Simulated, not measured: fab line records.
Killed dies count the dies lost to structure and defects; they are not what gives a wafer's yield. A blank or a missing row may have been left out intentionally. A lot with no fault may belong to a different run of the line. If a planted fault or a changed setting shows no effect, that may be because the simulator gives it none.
fab line records	flow sky130
record: lots: 7	wafers: 21	lastDay: 50
route steps=708 shown METAL5@664 PAD_OPEN@708
lots that met no fault: from a run of the same line without faults
startH: hours from the record's opening day to when the first of the lot's shown wafers began	waitH: hours since the lot's step before	" as in the row above	L1.1+2: a row that stands for several wafers	- either no value or no given start	* or withheld: withheld	< > ~ a bound
route shown NAME@n: a module of which the file shows steps, and the number in the route of the first	usual: mean and standard deviation over wafers with no fault	same: alike in all rows	chamber/n: place in a boat	sites: each site's reading	_std_site: how widely they spread, as a standard deviation	_edge_site: outer sites' mean less inner sites'	radiusMm: for every site, how far away it sits from the centre of the wafer	mask NAME#n: copy n	behind: the most recent tool/chamber to have shaped the wafer	hold: what put the lot on hold/how long, in hours/how the hold closed	device: which transistor (n, p or np) failed to switch	end of line: the same wafers' tests at the end of the route	a step without rows: its recipe alone	killed: the dies lost at the first sort to structure and to defects; this is not the yield of the wafer	map: shows each die of a wafer: x if killed, . if not, _ if none is there
set.NAME: the setting as run; set.NAME@STEP: as run at that earlier step	model.NAME: the simulator's own value behind a step, which no gauge read
lots at selected steps of the route; one table per step, one row per wafer
services: when a tool's chamber went out of use (startH, in hours from the record's first day, below 0 if earlier), for how many hours, and the reason
== steps ==
step: SKY_METAL5_SPUTTER_03
recipe: material: Ti	targetThkNm: 5	powerW: 3000	timeS: 3.3	chamberPressurePa: 0.4
usual: throttleValvePct: 29.5/0.92
lot.wafer	tool	chamber	startH	waitH	throttleValvePct
L460.1	pvdSputter-03	-	1053.67	0.0	28.7
L460.5	"	-	"	"	28.9
L460.6	"	-	"	"	28.7
L461.1	pvdSputter-04	-	1056.73	0.0	29.4
L461.3	"	-	"	"	29.6
L461.5	"	-	"	"	28.5
L464.1	pvdSputter-04	-	1086.25	0.0	30.2
L464.2	"	-	"	"	29.0
L464.4	"	-	"	"	29.5
L465.3	pvdSputter-02	-	1092.36	0.0	30.9
L465.5	"	-	"	"	29.9
L465.6	"	-	"	"	30.7
L468.1	pvdSputter-03	-	1099.10	0.0	28.4
L468.3	"	-	"	"	28.9
L468.6	"	-	"	"	28.5
L472.2	pvdSputter-02	-	1119.41	0.0	30.9
L472.4	"	-	"	"	31.2
L472.5	"	-	"	"	29.8
L475.1	pvdSputter-02	-	1139.15	0.0	30.5
L475.2	"	-	"	"	31.2
L475.5	"	-	"	"	29.7
step: SKY_METAL5_SPUTTER_04
recipe: material: TiN	targetThkNm: 70	powerW: 6500	timeS: 58.3	chamberPressurePa: 0.4
usual: throttleValvePct: 29.5/0.9
lot.wafer	tool	chamber	startH	waitH	throttleValvePct
L460.1	pvdSputter-03	-	1053.69	0.0	28.8
L460.5	"	-	"	"	28.8
L460.6	"	-	"	"	29.0
L461.1	pvdSputter-04	-	1056.75	0.0	28.8
L461.3	"	-	"	"	29.2
L461.5	"	-	"	"	29.2
L464.1	pvdSputter-04	-	1086.27	0.0	30.4
L464.2	"	-	"	"	29.0
L464.4	"	-	"	"	29.1
L465.3	pvdSputter-02	-	1092.38	0.0	31.0
L465.5	"	-	"	"	29.7
L465.6	"	-	"	"	30.5
L468.1	pvdSputter-03	-	1099.12	0.0	28.6
L468.3	"	-	"	"	29.0
L468.6	"	-	"	"	28.7
L472.2	pvdSputter-02	-	1119.43	0.0	31.0
L472.4	"	-	"	"	31.1
L472.5	"	-	"	"	29.8
L475.1	pvdSputter-02	-	1139.17	0.0	30.4
L475.2	"	-	"	"	31.0
L475.5	"	-	"	"	30.0
step: SKY_METAL5_RS_MEAS_05
recipe: thkMeasGauge: four-point-probe	reads: TiN_of_METAL5_SPUTTER_04+Ti_of_METAL5_SPUTTER_03+AlCu_of_METAL5_SPUTTER_02+TiN_of_METAL5_SPUTTER_01+Ti_of_METAL5_SPUTTER_00
usual: METAL5_ALCU_RS: 0.0270/0.00039
lot.wafer	tool	chamber	startH	waitH	METAL5_ALCU_RS[ohm/sq]
L460.1	filmMetro-01	-	1053.74	0.0	0.0267
L460.5	"	-	"	"	0.0272
L460.6	"	-	"	"	0.0267
L461.1	filmMetro-03	-	1056.80	0.0	0.0272
L461.3	"	-	"	"	0.0274
L461.5	"	-	"	"	0.0269
L464.1	filmMetro-01	-	1086.32	0.0	0.0263
L464.2	"	-	"	"	0.0266
L464.4	"	-	"	"	0.0269
L465.3	filmMetro-01	-	1092.46	0.1	0.0273
L465.5	"	-	"	"	0.0271
L465.6	"	-	"	"	0.0267
L468.1	filmMetro-03	-	1099.17	0.0	0.0265
L468.3	"	-	"	"	0.0265
L468.6	"	-	"	"	0.0262
L472.2	filmMetro-03	-	1119.50	0.0	0.0271
L472.4	"	-	"	"	0.0268
L472.5	"	-	"	"	0.0269
L475.1	filmMetro-02	-	1139.22	0.0	0.0265
L475.2	"	-	"	"	0.0270
L475.5	"	-	"	"	0.0269
step: SKY_METAL5_THK_MEAS_06
recipe: thkMeasGauge: xrf	reads: AlCu_of_METAL5_SPUTTER_02
usual: METAL5_ALCU_THK: 1165/18
lot.wafer	tool	chamber	startH	waitH	METAL5_ALCU_THK[nm]
L460.1	filmMetro-01	-	1053.86	0.1	1184
L460.5	"	-	"	"	1163
L460.6	"	-	"	"	1180
L461.1	filmMetro-03	-	1056.92	0.1	1156
L461.3	"	-	"	"	1148
L461.5	"	-	"	"	1166
L464.1	filmMetro-01	-	1086.44	0.1	1201
L464.2	"	-	"	"	1174
L464.4	"	-	"	"	1171
L465.3	filmMetro-01	-	1092.56	0.1	1151
L465.5	"	-	"	"	1162
L465.6	"	-	"	"	1183
L468.1	filmMetro-03	-	1099.29	0.1	1178
L468.3	"	-	"	"	1178
L468.6	"	-	"	"	1205
L472.2	filmMetro-03	-	1119.61	0.1	1165
L472.4	"	-	"	"	1161
L472.5	"	-	"	"	1161
L475.1	filmMetro-02	-	1139.34	0.1	1185
L475.2	"	-	"	"	1168
L475.5	"	-	"	"	1168
step: SKY_METAL5_DEHYDRATE_07
recipe: tempC: 200	timeS: 60
step: SKY_METAL5_HMDS_08
recipe: primeTimeS: 60	primeTempC: 120
step: SKY_METAL5_COAT_09
recipe: resist: NOVOLAK	spinRpm: 3000	resistThkNm: 1800
step: SKY_METAL5_SOFTBAKE_10
recipe: tempC: 90	timeS: 60	resist: NOVOLAK
step: SKY_METAL5_EXPOSE_11
recipe: maskId: MM5	na: 0.6	sourceShape: conventional	sigmaOuter: 0.6	polarization: unpolarized	targetCdNm: 1600	doseMj: 190
step: SKY_METAL5_PEB_12
recipe: tempC: withheld	timeS: *	resist: NOVOLAK
step: SKY_METAL5_DEVELOP_13
recipe: resist: NOVOLAK	developer: TMAH	developTimeS: 60	devTempC: 23
step: SKY_METAL5_DESCUM_14
recipe: chemistry: O2	sourcePowerW: 150	biasPowerW: 0	pressureMtorr: 10	tempC: 40	timeS: 11
usual: drypumpMotorCurrentA: 5.4/0.39	oesProductAu: 1.006/0.012
lot.wafer	tool	chamber	startH	waitH	drypumpMotorCurrentA	oesProductAu	rfHoursCounterH
L460.1	rieMetal-04	0	1074.30	0.1	5.1	0.998	9
L460.5	"	1	"	"	5.0	1.003	-
L460.6	"	0	"	"	5.1	0.997	-
L461.1	rieMetal-02	0	1077.55	0.1	5.4	1.018	7
L461.3	"	1	"	"	5.3	1.021	-
L461.5	"	1	"	"	5.3	1.018	-
L464.1	rieMetal-02	1	1106.05	0.1	5.3	1.010	23
L464.2	"	0	"	"	5.4	1.015	9
L464.4	"	0	"	"	5.4	1.005	-
L465.3	rieMetal-02	1	1112.41	0.1	5.3	1.011	-
L465.5	"	1	"	"	5.3	1.017	-
L465.6	"	0	"	"	5.4	1.009	-
L468.1	rieMetal-02	1	1118.60	0.1	5.3	1.003	24
L468.3	"	1	"	"	5.3	1.015	-
L468.6	"	0	"	"	5.4	1.001	-
L472.2	rieMetal-03	1	1138.27	0.1	6.3	0.998	24
L472.4	"	1	"	"	6.3	1.011	-
L472.5	"	0	"	"	5.7	1.013	-
L475.1	rieMetal-03	0	1157.02	0.1	5.7	1.019	26
L475.2	"	0	"	"	5.7	1.012	-
L475.5	"	0	"	"	5.7	1.020	-
step: SKY_METAL5_METAL_ETCH_15
recipe: targetDepthA: 12600	stopOn: SiO2	overEtchFrac: 0.2	timeS: 252	chemistry: Cl2/BCl3	resistSidewallDeg: 86	pressureMtorr: 10	icpW: 900	biasW: 48.5	Cl2_flow_sccm: 60	bcl3FlowSccm: 30
usual: drypumpMotorCurrentA: 5.4/0.39	mfcCl2Sccm: 60.02/0.19	oesProductAu: 0.894/0.0054	throttleValvePct: 22.263/0.0078
same: overEtchFrac: 0.2
lot.wafer	tool	chamber	startH	waitH	drypumpMotorCurrentA	mfcCl2Sccm	oesProductAu	rfHoursCounterH	throttleValvePct	model.NOVOLAK_of_METAL5_COAT_09.thkNm	model.METAL5.cdNm	model.SiO2_of_VIA4_HDPCVD_00.thkNm
L460.1	rieMetal-04	0	1074.33	0.0	5.1	60.00	0.896	9	22.252	1039	1612	546.3
L460.5	"	1	"	"	5.1	60.05	0.888	-	22.259	1033	1588	546.5
L460.6	"	0	"	"	5.1	60.00	0.901	-	22.259	1036	1609	545.6
L461.1	rieMetal-02	0	1077.58	0.0	5.4	59.95	0.891	7	22.255	1009	1609	548.2
L461.3	"	1	"	"	5.3	60.48	0.889	-	22.271	1006	1611	547.9
L461.5	"	1	"	"	5.3	59.96	0.882	-	22.266	1008	1605	547.3
L464.1	rieMetal-02	1	1106.08	0.0	5.3	60.13	0.893	23	22.242	719.7	1556	536
L464.2	"	0	"	"	5.4	60.23	0.898	9	22.263	725.7	1563	538
L464.4	"	0	"	"	5.4	59.88	0.896	-	22.264	713.5	1565	537.8
L465.3	rieMetal-02	1	1112.51	0.1	5.3	60.43	0.895	-	22.266	724.6	1558	538.1
L465.5	"	1	"	"	5.3	60.15	0.891	-	22.262	721.2	1557	539
L465.6	"	0	"	"	5.4	59.69	0.892	-	22.259	711.2	1565	537.8
L468.1	rieMetal-02	1	1118.64	0.0	5.3	60.02	0.888	24	22.265	719.1	1551	537.9
L468.3	"	1	"	"	5.3	60.21	0.896	-	22.264	729.8	1548	539.1
L468.6	"	0	"	"	5.4	59.85	0.892	-	22.264	722.3	1566	537.8
L472.2	rieMetal-03	1	1138.31	0.0	6.3	60.18	0.896	24	22.271	1042	1609	550.1
L472.4	"	1	"	"	6.3	59.98	0.889	-	22.256	1031	1603	548.1
L472.5	"	0	"	"	5.7	59.92	0.892	-	22.264	1021	1595	548.9
L475.1	rieMetal-03	0	1157.09	0.1	5.7	59.89	0.902	26	22.259	1036	1597	550.4
L475.2	"	0	"	"	5.7	60.00	0.899	-	22.252	1032	1599	547.5
L475.5	"	0	"	"	5.7	59.70	0.905	-	22.256	1042	1600	548.1
step: SKY_METAL5_STRIP_16
recipe: chemistry: O2/N2	powerW: 1400	pressureMtorr: 1500	platenTempC: withheld	o2FlowSccm: 3000	n2FlowSccm: 300	overashFraction: 0.5
usual: drypumpMotorCurrentA: 5.46/0.3	oesProductAu: 0.711/0.0048	stripTimeToEndpointS: 13.00/0.15
same: overashFraction: 0.5
lot.wafer	tool	chamber	startH	waitH	drypumpMotorCurrentA	oesProductAu	rfHoursCounterH	stripTimeToEndpointS
L460.1	plasmaAsher-02	1	1074.56	0.2	5.33	0.712	97	13.12
L460.5	"	1	"	"	5.35	0.708	-	13.05
L460.6	"	0	"	"	5.33	0.710	-	13.07
L461.1	plasmaAsher-02	0	1077.81	0.2	5.32	0.708	98	12.77
L461.3	"	1	"	"	5.37	0.708	-	12.81
L461.5	"	1	"	"	5.39	0.709	-	12.82
L464.1	plasmaAsher-02	0	1106.31	0.2	5.30	0.613	101	9.46
L464.2	"	1	"	"	5.34	0.626	101	9.52
L464.4	"	1	"	"	5.37	0.615	-	9.38
L465.3	plasmaAsher-02	1	1112.70	0.1	5.40	0.620	-	9.50
L465.5	"	1	"	"	5.37	0.619	-	9.45
L465.6	"	0	"	"	5.34	0.622	-	9.33
L468.1	plasmaAsher-03	1	1118.87	0.2	5.75	0.618	6	9.44
L468.3	"	1	"	"	5.75	0.617	-	9.55
L468.6	"	0	"	"	5.39	0.615	-	9.48
L472.2	plasmaAsher-02	1	1138.54	0.2	5.40	0.706	104	13.15
L472.4	"	0	"	"	5.30	0.706	-	13.02
L472.5	"	0	"	"	5.31	0.710	-	12.90
L475.1	plasmaAsher-03	0	1157.56	0.4	5.35	0.711	10	13.09
L475.2	"	1	"	"	5.73	0.712	10	13.03
L475.5	"	0	"	"	5.35	0.715	-	13.14
step: SKY_METAL5_STRIP_17
recipe: chemistry: postEtchResidueRemover	timeS: 1200	tempC: 72.5
step: SKY_PAD_OPEN_PROBE_99
usual: defectLimitedYield: 82.3/2	killed_at_M0_to_M3: 43/7	killed_at_M4_up: 3.5/1.9	killedAtContacts: 24/5.3	killedAtFrontEnd: 15/4.4	killedAtOther: 0.3/0.69	killedDies: 87/9.7	killedOpen: 48/7	killedShort: 39/6.4	sort_bin_3_pad_short: 0.9/0.46	sort_bin_5_function: 10.5/1.4	sort_bin_6_memory: 6.3/1.2	sortNPass: 405/9.7	sortYieldPct: 82.3/2
same: grossDies: 492	killedAtBackSide: 0	sort_bin_4_leakage[%]: 0	sort_bin_8_speed[%]: 0
lot.wafer	tool	chamber	startH	waitH	defectLimitedYield[%]	killed_at_M0_to_M3	killed_at_M4_up	killedAtContacts	killedAtFrontEnd	killedAtOther	killedDies	killedOpen	killedShort	sort_bin_3_pad_short[%]	sort_bin_5_function[%]	sort_bin_6_memory[%]	sortNPass	sortYieldPct[%]	model.etest.met5.widthNm
L460.1	prober-01	-	1118.23	0.1	81.3	51	5	23	13	0	92	52	40	1.2	9.3	8.1	400	81.3	1613
L460.5	prober-01	-	1118.43	0.2	82.9	36	3	27	18	0	84	44	40	1.2	10.0	5.9	408	82.9	1592
L460.6	prober-01	-	1118.48	0.2	82.1	48	3	27	10	0	88	50	38	1.2	9.3	7.3	404	82.1	1609
L461.1	prober-02	-	1121.30	0.1	83.3	43	3	21	15	0	82	41	41	1.0	8.7	6.9	410	83.3	1603
L461.3	prober-02	-	1121.40	0.2	84.6	34	5	26	11	0	76	40	36	1.2	8.9	5.3	416	84.6	1613
L461.5	prober-02	-	1121.50	0.2	88.4	28	3	16	10	0	57	33	24	0.8	6.5	4.3	435	88.4	1608
L464.1	prober-01	-	1146.38	0.1	80.3	51	8	18	18	2	97	48	47	1.0	12.8	5.9	395	80.3	1556
L464.2	prober-01	-	1146.43	0.1	80.9	46	10	21	16	1	94	49	44	1.0	12.4	5.7	398	80.9	1566
L464.4	prober-01	-	1146.53	0.2	82.3	44	5	17	20	1	87	38	48	1.4	9.6	6.7	405	82.3	1563
L465.3	prober-02	-	1152.85	0.2	81.5	45	3	21	22	0	91	51	40	0.4	10.8	7.3	401	81.5	1552
L465.5	prober-02	-	1152.95	0.2	79.3	46	0	38	17	1	102	55	45	1.0	13.4	6.3	390	79.3	1557
L465.6	prober-02	-	1153.00	0.2	83.3	46	2	21	13	0	82	41	41	0.4	9.6	6.7	410	83.3	1564
L468.1	prober-02	-	1159.23	0.1	80.7	49	3	29	14	0	95	51	44	1.4	11.0	6.9	397	80.7	1554
L468.3	prober-02	-	1159.33	0.2	83.1	48	1	21	12	1	83	48	35	0.6	8.9	7.3	409	83.1	1549
L468.6	prober-02	-	1159.48	0.2	83.1	31	7	26	19	0	83	53	30	0	12.8	4.1	409	83.1	1569
L472.2	prober-02	-	1176.77	0.1	83.7	41	3	26	10	0	80	46	34	1.0	8.1	7.1	412	83.7	1608
L472.4	prober-02	-	1176.87	0.2	84.1	45	2	20	11	0	78	41	37	1.0	8.9	5.9	414	84.1	1606
L472.5	prober-02	-	1176.92	0.2	85.0	37	6	15	16	0	74	41	33	0.4	8.7	5.9	418	85.0	1595
L475.1	prober-01	-	1194.54	0.1	84.1	43	2	22	10	1	78	52	26	0.6	12.0	3.3	414	84.1	1593
L475.2	prober-01	-	1194.59	0.1	79.3	48	6	33	15	0	102	60	42	1.2	12.2	7.3	390	79.3	1595
L475.5	prober-01	-	1194.74	0.2	81.9	37	3	31	18	0	89	47	42	0.6	11.8	5.7	403	81.9	1601
killed by level:class
L460.1 VIA3:geometricParticle:open=11 CONTACT:geometricParticle:open=10 VIA1:geometricParticle:open=9 LI_CONTACT:geometricParticle:open=7 METAL2:geometricParticle:short=7 FIELD_ISO:geometricParticle:open=5 FIELD_ISO:geometricParticle:short=5 METAL3:geometricParticle:short=5
L460.5 CONTACT:geometricParticle:open=15 VIA1:geometricParticle:open=7 LI_CONTACT:geometricParticle:open=6 FIELD_ISO:geometricParticle:short=5 METAL1:geometricParticle:short=5 METAL2:geometricParticle:short=5 VIA2:geometricParticle:open=4 VIA3:geometricParticle:open=4
L460.6 LI_CONTACT:geometricParticle:open=8 CONTACT:geometricParticle:open=8 VIA1:geometricParticle:open=8 VIA3:geometricParticle:open=8 FIELD_ISO:geometricParticle:open=6 METAL1:geometricParticle:short=6 VIA2:geometricParticle:open=5 VIA3:geometricParticle:short=5
L461.1 VIA1:geometricParticle:open=8 METAL2:geometricParticle:short=8 LOCAL_INTERCONNECT:geometricParticle:short=7 CONTACT:geometricParticle:open=7 VIA1:geometricParticle:short=6 VIA3:geometricParticle:open=6 POLY_GATE:geometricParticle:open=4 VIA2:geometricParticle:open=4
L461.3 CONTACT:geometricParticle:open=9 VIA1:geometricParticle:open=6 VIA2:geometricParticle:open=6 METAL2:geometricParticle:short=5 LOCAL_INTERCONNECT:geometricParticle:short=5 CONTACT:geometricParticle:short=5 VIA3:geometricParticle:open=5 FIELD_ISO:geometricParticle:open=4
L461.5 VIA1:geometricParticle:open=14 LI_CONTACT:geometricParticle:open=7 CONTACT:geometricParticle:open=5 FIELD_ISO:geometricParticle:short=4 METAL1:geometricParticle:short=3 METAL2:geometricParticle:short=3 POLY_GATE:geometricParticle:short=2 LI_CONTACT:geometricParticle:short=2
L464.1 VIA1:geometricParticle:open=12 METAL2:geometricParticle:short=9 VIA3:geometricParticle:open=8 METAL4:geometricParticle:short=6 LI_CONTACT:geometricParticle:open=6 VIA2:geometricParticle:open=6 POLY_GATE:geometricParticle:short=5 CONTACT:geometricParticle:open=5
L464.2 VIA3:geometricParticle:open=13 LI_CONTACT:geometricParticle:open=11 METAL2:geometricParticle:short=8 VIA2:geometricParticle:short=7 METAL4:geometricParticle:short=6 VIA1:geometricParticle:open=5 FIELD_ISO:geometricParticle:short=4 CONTACT:geometricParticle:open=4
L464.4 METAL1:geometricParticle:short=9 FIELD_ISO:geometricParticle:short=8 CONTACT:geometricParticle:open=7 VIA3:geometricParticle:open=7 VIA2:geometricParticle:open=6 SPACER:geometricParticle:short=4 LI_CONTACT:geometricParticle:open=4 CONTACT:geometricParticle:short=4
L465.3 VIA1:geometricParticle:open=12 CONTACT:geometricParticle:open=11 VIA1:geometricParticle:short=8 FIELD_ISO:geometricParticle:short=6 FIELD_ISO:geometricParticle:open=5 SPACER:geometricParticle:open=5 VIA2:geometricParticle:open=5 LI_CONTACT:geometricParticle:open=4
L465.5 CONTACT:geometricParticle:open=17 VIA1:geometricParticle:open=10 LI_CONTACT:geometricParticle:open=7 FIELD_ISO:geometricParticle:open=6 METAL1:geometricParticle:short=6 METAL2:geometricParticle:short=6 FIELD_ISO:geometricParticle:short=4 LI_CONTACT:geometricParticle:short=4
L465.6 LI_CONTACT:geometricParticle:open=8 VIA1:geometricParticle:open=8 CONTACT:geometricParticle:short=7 METAL1:geometricParticle:short=6 VIA2:geometricParticle:open=6 VIA3:geometricParticle:open=6 VIA1:geometricParticle:short=5 METAL2:geometricParticle:short=4
L468.1 VIA2:geometricParticle:open=11 CONTACT:geometricParticle:open=9 VIA1:geometricParticle:open=9 VIA1:geometricParticle:short=7 METAL2:geometricParticle:short=6 LI_CONTACT:geometricParticle:short=6 CONTACT:geometricParticle:short=6 METAL3:geometricParticle:short=5
L468.3 VIA1:geometricParticle:open=11 CONTACT:geometricParticle:open=9 VIA2:geometricParticle:open=8 METAL1:geometricParticle:short=7 LI_CONTACT:geometricParticle:open=6 VIA3:geometricParticle:short=5 LOCAL_INTERCONNECT:geometricParticle:short=4 VIA1:geometricParticle:short=4
L468.6 VIA1:geometricParticle:open=11 LI_CONTACT:geometricParticle:open=11 CONTACT:geometricParticle:open=9 VIA3:geometricParticle:open=7 FIELD_ISO:geometricParticle:open=6 POLY_GATE:geometricParticle:short=4 METAL2:geometricParticle:short=4 METAL4:geometricParticle:short=4
L472.2 CONTACT:geometricParticle:open=12 VIA1:geometricParticle:open=11 METAL2:geometricParticle:short=7 LI_CONTACT:geometricParticle:open=6 METAL1:geometricParticle:short=6 VIA2:geometricParticle:open=5 FIELD_ISO:geometricParticle:short=4 FIELD_ISO:geometricParticle:open=4
L472.4 VIA1:geometricParticle:open=9 CONTACT:geometricParticle:open=7 VIA1:geometricParticle:short=6 VIA3:geometricParticle:open=6 VIA3:geometricParticle:short=5 LI_CONTACT:geometricParticle:open=5 FIELD_ISO:geometricParticle:short=4 LI_CONTACT:geometricParticle:short=4
L472.5 VIA1:geometricParticle:open=14 FIELD_ISO:geometricParticle:open=6 LI_CONTACT:geometricParticle:open=5 METAL4:geometricParticle:short=5 FIELD_ISO:geometricParticle:short=4 VIA1:geometricParticle:short=4 LOCAL_INTERCONNECT:geometricParticle:short=3 POLY_GATE:geometricParticle:short=3
L475.1 VIA1:geometricParticle:open=11 CONTACT:geometricParticle:open=9 VIA1:geometricParticle:short=9 LI_CONTACT:geometricParticle:open=7 VIA2:geometricParticle:open=6 VIA3:geometricParticle:open=6 CONTACT:geometricParticle:short=4 FIELD_ISO:geometricParticle:open=3
L475.2 VIA1:geometricParticle:open=16 CONTACT:geometricParticle:open=16 LI_CONTACT:geometricParticle:open=7 METAL4:geometricParticle:short=6 VIA2:geometricParticle:open=6 FIELD_ISO:geometricParticle:open=5 LOCAL_INTERCONNECT:geometricParticle:short=5 METAL1:geometricParticle:short=5
L475.5 LI_CONTACT:geometricParticle:open=11 CONTACT:geometricParticle:open=8 VIA1:geometricParticle:open=8 CONTACT:geometricParticle:short=7 METAL1:geometricParticle:short=7 VIA3:geometricParticle:open=6 VIA2:geometricParticle:open=5 FIELD_ISO:geometricParticle:short=4
== services ==
tool	chamber	startH	hours	kind
rieMetal-02	0	1034.19	5.0	repair
pvdSputter-03	1	1053.74	-	consumableReplace:kit
pvdSputter-03	1	1053.74	18.0	scheduledDown
pvdSputter-03	1	1053.74	18.0	ventCycle
plasmaAsher-03	-	1055.25	9.0	pm
pvdSputter-04	-	1070.49	1.3	repair
pvdSputter-03	-	1072.75	3.6	repair
pvdSputter-02	-	1075.46	5.2	repair
rieMetal-04	1	1094.44	3.6	repair
rieMetal-03	1	1099.01	17.2	repair
pvdSputter-04	3	1102.87	-	consumableReplace:kit
pvdSputter-04	3	1102.87	18.0	scheduledDown
pvdSputter-04	3	1102.87	18.0	ventCycle
pvdSputter-02	2	1116.91	-	consumableReplace:kit
pvdSputter-02	2	1116.91	18.0	scheduledDown
pvdSputter-02	2	1116.91	18.0	ventCycle
pvdSputter-03	0	1139.47	-	consumableReplace:kit
pvdSputter-03	0	1139.47	18.0	scheduledDown
rieMetal-02	1	1150.61	-	clean
rieMetal-02	1	1150.61	-	consumableReplace:focusRing
rieMetal-02	1	1150.61	25.2	scheduledDown
rieMetal-02	1	1150.61	25.2	ventCycle
rieMetal-03	1	1153.99	13.2	repair
pvdSputter-02	-	1155.53	3.3	repair
== key ==
firstSign: step: SKY_METAL5_STRIP_16	reading: stripTimeToEndpointS	direction: down	sigmas: 24	usual: *	struck: *
effect: step: SKY_METAL5_STRIP_16	reading: oesProductAu	direction: down	sigmas: 19	usual: 0.711	struck: 0.618
modelEffect: step: SKY_METAL5_METAL_ETCH_15	value: NOVOLAK_of_METAL5_COAT_09.thkNm	without: 1023	struck: 720.8
modelEffect: step: SKY_PAD_OPEN_PROBE_99	value: etest.met5.widthNm	without: 1594	struck: 1559
metAt SKY_METAL5_METAL_ETCH_15
struckWafers L464.1,L464.2,L464.4,L465.3,L465.5,L465.6,L468.1,L468.3,L468.6
onsetBetween 1077.58 1106.08
alsoFits SKY_METAL5_DESCUM_14:rieMetal-02
fault: kind: processParameterDrift	tool: rieMetal-02	chamber: -	onsetH: 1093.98	steps: SKY_METAL5_METAL_ETCH_15	channel: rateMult	offset: 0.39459	shape: step	endH: 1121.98
